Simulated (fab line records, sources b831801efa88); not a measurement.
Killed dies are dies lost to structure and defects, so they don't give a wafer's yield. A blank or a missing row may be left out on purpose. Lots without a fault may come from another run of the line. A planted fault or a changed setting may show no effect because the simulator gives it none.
One fault seen from 2 desks | flow sky130 | each desk has only its own numbers; what lay behind them comes last

THE TOOL OWNER'S DESK: plasma_asher-03
The tool's own readings at SKY_NWELL_STRIP_25 (strips in O2/N2): means of the sampled wafers that have a number, for each lot that ran on this tool. A lot is out of limits, marked OUT, if its mean lies more than 4 standard deviations from the usual mean; the brackets give that distance.
Columns: A = chamber_pressure_mTorr at SKY_NWELL_STRIP_25, usual 1500.1 mTorr; B = drypump_motor_current_A at SKY_NWELL_STRIP_25, usual 6.0 A; C = oes_product_au at SKY_NWELL_STRIP_25, usual 0.722 a.u.; D = strip_time_to_endpoint_s at SKY_NWELL_STRIP_25, usual 36.93 s
lot  | first seen here | A      | B   | C     | D
L185 | day 8 17:27     | 1499.6 | 5.4 | 0.720 | 36.78
L188 | day 9 16:42     | 1500.3 | 5.5 | 0.719 | 37.00
This desk's finding: nothing out of limits on any of the 2 lots.

THE METROLOGY DESK
What the gauges read, lot by lot, whatever tool the lot ran on: means of the sampled wafers that have a number. A lot is out of limits, marked OUT, if its mean lies more than 4 standard deviations from the usual mean; the brackets give that distance.
Columns: A = VT_ADJUST_HVTP_TW at SKY_VT_ADJUST_HVTP_TW_MEAS_11, usual 1362; B = LI_CONTACT_HDPCVD_THK at SKY_LI_CONTACT_THK_MEAS_01, usual 943 nm; C = LI_CONTACT_BOW at SKY_LI_CONTACT_BOW_MEAS_03, usual 55 um
lot  | first seen here | A                    | B   | C
L172 | day 6 12:07     | 1376                 | 956 | 59
L174 | day 6 20:58     | 1378                 | 955 | 54
L175 | day 7 02:07     | 1360                 | 944 | 62
L176 | day 7 08:52     | 30 (-99 or more) OUT | 946 | 52
L177 | day 7 14:59     | 30 (-99 or more) OUT | 954 | 57
L179 | day 8 01:58     | 1362                 | 944 | 53
L184 | day 9 11:17     | 1356                 | 933 | 55
L185 | day 9 15:12     | 1370                 | 941 | 56
L186 | day 10 05:42    | 1353                 | 948 | 57
L188 | day 10 15:54    | 1354                 | 946 | 47
L189 | day 10 21:36    | 1357                 | 946 | 52
L191 | day 11 08:22    | 1370                 | 939 | 52
L192 | day 11 16:06    | 1368                 | 940 | 54
L194 | day 12 19:07    | 1372                 | 942 | 58
This desk's finding: out of limits on L176, L177; first on L176, day 7 08:52 (VT_ADJUST_HVTP_TW at SKY_VT_ADJUST_HVTP_TW_MEAS_11). In limits: L172, L174, L175, L179, L184, L185, L186, L188, L189, L191, L192, L194.

PUT TOGETHER
The metrology desk could have raised an alarm at day 7 08:52, on L176, L177.
The tool owner's desk saw nothing out of limits.
The tool owner's desk has no number on record for L176, L177.
Of the lots named, all ran SKY_NWELL_STRIP_25 on plasma_asher-03.

WHAT THE SIMULATOR HAD PUT IN
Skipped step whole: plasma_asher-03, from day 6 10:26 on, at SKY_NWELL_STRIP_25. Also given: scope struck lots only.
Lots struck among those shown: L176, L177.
Hours from the fault's start to each desk's first reading out of limits: the metrology desk, 22.
